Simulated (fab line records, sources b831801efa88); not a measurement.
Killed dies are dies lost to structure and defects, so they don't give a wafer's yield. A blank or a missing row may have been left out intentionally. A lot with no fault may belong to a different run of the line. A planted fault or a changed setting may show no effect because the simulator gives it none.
Check for tools in common / flow sky130 / 10 lots and 36 wafers in the sample

== WHAT PROMPTED THE OPENING ==
SKY_SD_P_TW_MEAS_11, reading SD_P_TW: flagged on 2 of 10 lots. No-fault wafers: 2829, standard deviation 24.
Rule: a lot is flagged in two cases, either no wafer of it has a number, or all its wafers with numbers fall more than 4 standard deviations from that mean. The rest of the lots are taken to be sound.

lot=L579; measured=day 26 02:32; on=film_metro-04; SD_P_TW, wafer by wafer=2848 2855 2842; flag=
lot=L580; measured=day 26 07:48; on=film_metro-02; SD_P_TW, wafer by wafer=2677 2682 2678 2684 2677 2668; flag=FLAGGED
lot=L582; measured=day 27 00:34; on=film_metro-02; SD_P_TW, wafer by wafer=2667 2674 2678 2669 2670 2664; flag=FLAGGED
lot=L591; measured=day 31 04:15; on=film_metro-02; SD_P_TW, wafer by wafer=2842 2832 2858; flag=
lot=L592; measured=day 31 07:12; on=film_metro-02; SD_P_TW, wafer by wafer=2833 2828 2846; flag=
lot=L593; measured=day 31 16:48; on=film_metro-02; SD_P_TW, wafer by wafer=2842 2846 2840; flag=
lot=L595; measured=day 31 22:38; on=film_metro-04; SD_P_TW, wafer by wafer=2863 2868 2873; flag=
lot=L598; measured=day 32 12:04; on=film_metro-01; SD_P_TW, wafer by wafer=2807 2803 2806; flag=
lot=L599; measured=day 32 22:51; on=film_metro-04; SD_P_TW, wafer by wafer=2858 2855 2845; flag=
lot=L600; measured=day 33 05:55; on=film_metro-04; SD_P_TW, wafer by wafer=2854 2843 2853; flag=
Average over the flagged lots: 2674; offset from the usual -155, equal to -6 standard deviations.

== EACH LOT AND THE TOOL IT RAN ON ==
3 process steps preceding the reading are held in the record, out of 708 steps in the route. Every cell lists first the tool, next ch and the chambers used by the sampled wafers, and last the start.
lot=L579; flag=; SKY_LDD_LDN_STRIP_12=plasma_asher-03 ch 0,1, day 23 12:52; SKY_SD_P_IMPLANT_09=implanter-01 ch 0, day 26 02:17; SKY_SD_P_STRIP_10=plasma_asher-02 ch 0,1, day 26 02:26
lot=L580; flag=FLAGGED; SKY_LDD_LDN_STRIP_12=plasma_asher-04 ch 0,1, day 23 20:17; SKY_SD_P_IMPLANT_09=implanter-01 ch 0, day 26 07:33; SKY_SD_P_STRIP_10=plasma_asher-04 ch 0,1, day 26 07:42
lot=L582; flag=FLAGGED; SKY_LDD_LDN_STRIP_12=plasma_asher-01 ch 0,1, day 24 12:20; SKY_SD_P_IMPLANT_09=implanter-01 ch 0, day 27 00:20; SKY_SD_P_STRIP_10=plasma_asher-03 ch 0,1, day 27 00:27
lot=L591; flag=; SKY_LDD_LDN_STRIP_12=plasma_asher-04 ch 0,1, day 28 15:13; SKY_SD_P_IMPLANT_09=implanter-01 ch 0, day 31 04:01; SKY_SD_P_STRIP_10=plasma_asher-03 ch 0,1, day 31 04:08
lot=L592; flag=; SKY_LDD_LDN_STRIP_12=plasma_asher-04 ch 0,1, day 28 20:28; SKY_SD_P_IMPLANT_09=implanter-03 ch 0, day 31 06:57; SKY_SD_P_STRIP_10=plasma_asher-04 ch 0,1, day 31 07:06
lot=L593; flag=; SKY_LDD_LDN_STRIP_12=plasma_asher-04 ch 0,1, day 29 07:01; SKY_SD_P_IMPLANT_09=implanter-03 ch 0, day 31 16:33; SKY_SD_P_STRIP_10=plasma_asher-03 ch 0,1, day 31 16:42
lot=L595; flag=; SKY_LDD_LDN_STRIP_12=plasma_asher-01 ch 0,1, day 29 12:31; SKY_SD_P_IMPLANT_09=implanter-04 ch 0, day 31 22:23; SKY_SD_P_STRIP_10=plasma_asher-04 ch 0,1, day 31 22:32
lot=L598; flag=; SKY_LDD_LDN_STRIP_12=plasma_asher-01 ch 0,1, day 30 01:19; SKY_SD_P_IMPLANT_09=implanter-01 ch 0, day 32 11:50; SKY_SD_P_STRIP_10=plasma_asher-02 ch 0,1, day 32 11:58
lot=L599; flag=; SKY_LDD_LDN_STRIP_12=plasma_asher-01 ch 0,1, day 30 13:34; SKY_SD_P_IMPLANT_09=implanter-04 ch 0, day 32 22:36; SKY_SD_P_STRIP_10=plasma_asher-03 ch 0, day 32 22:45
lot=L600; flag=; SKY_LDD_LDN_STRIP_12=plasma_asher-01 ch 0,1, day 30 20:25; SKY_SD_P_IMPLANT_09=implanter-01 ch 0, day 33 05:42; SKY_SD_P_STRIP_10=plasma_asher-02 ch 0,1, day 33 05:50
These steps, and what they do:
- SKY_LDD_LDN_STRIP_12: strips in O2/N2.
- SKY_SD_P_IMPLANT_09
- SKY_SD_P_STRIP_10: strips in O2/N2.
- SKY_SD_P_TW_MEAS_11

== FLAGGED AGAINST TOTAL, ONE TOOL AT A TIME (gauges that did the reading follow at the end) ==
step=SKY_LDD_LDN_STRIP_12; tool=plasma_asher-01; lots run=5; flagged=1; share of the flagged lots=some; sound lots run after its first flagged lot=4 (L595,L598,L599,L600)
step=SKY_LDD_LDN_STRIP_12; tool=plasma_asher-03; lots run=1; flagged=0; share of the flagged lots=none; sound lots run after its first flagged lot=-
step=SKY_LDD_LDN_STRIP_12; tool=plasma_asher-04; lots run=4; flagged=1; share of the flagged lots=some; sound lots run after its first flagged lot=3 (L591,L592,L593)
step=SKY_SD_P_IMPLANT_09; tool=implanter-01; lots run=6; flagged=2; share of the flagged lots=all; sound lots run after its first flagged lot=3 (L591,L598,L600)
step=SKY_SD_P_IMPLANT_09; tool=implanter-03; lots run=2; flagged=0; share of the flagged lots=none; sound lots run after its first flagged lot=-
step=SKY_SD_P_IMPLANT_09; tool=implanter-04; lots run=2; flagged=0; share of the flagged lots=none; sound lots run after its first flagged lot=-
step=SKY_SD_P_STRIP_10; tool=plasma_asher-02; lots run=3; flagged=0; share of the flagged lots=none; sound lots run after its first flagged lot=-
step=SKY_SD_P_STRIP_10; tool=plasma_asher-03; lots run=4; flagged=1; share of the flagged lots=some; sound lots run after its first flagged lot=3 (L591,L593,L599)
step=SKY_SD_P_STRIP_10; tool=plasma_asher-04; lots run=3; flagged=1; share of the flagged lots=some; sound lots run after its first flagged lot=2 (L592,L595)
step=SKY_SD_P_TW_MEAS_11; tool=film_metro-01; lots run=1; flagged=0; share of the flagged lots=none; sound lots run after its first flagged lot=-
step=SKY_SD_P_TW_MEAS_11; tool=film_metro-02; lots run=5; flagged=2; share of the flagged lots=all; sound lots run after its first flagged lot=3 (L591,L592,L593)
step=SKY_SD_P_TW_MEAS_11; tool=film_metro-04; lots run=4; flagged=0; share of the flagged lots=none; sound lots run after its first flagged lot=-

== WHAT THE TABLE ALLOWS ==
Every flagged lot went through 2 rows of the table: implanter-01 at SKY_SD_P_IMPLANT_09 and film_metro-02 at SKY_SD_P_TW_MEAS_11.
- implanter-01 at SKY_SD_P_IMPLANT_09 ran 6 lots, 2 of them flagged. Sound lots followed the first flagged one (L591, L598, L600) on it, something a lasting fault affecting the whole tool could not allow. Its own readings lie more than 4 standard deviations out on every wafer of the flagged lots: faraday_current_uA.
- film_metro-02 at SKY_SD_P_TW_MEAS_11 ran 5 lots, 2 of them flagged. Sound lots followed the first flagged one (L591, L592, L593) on it, something a lasting fault affecting the whole tool could not allow.
None of the table's rows ran every flagged lot and, after the first, no sound lot.

== WHAT HAD BEEN PUT IN BY THE SIMULATOR ==
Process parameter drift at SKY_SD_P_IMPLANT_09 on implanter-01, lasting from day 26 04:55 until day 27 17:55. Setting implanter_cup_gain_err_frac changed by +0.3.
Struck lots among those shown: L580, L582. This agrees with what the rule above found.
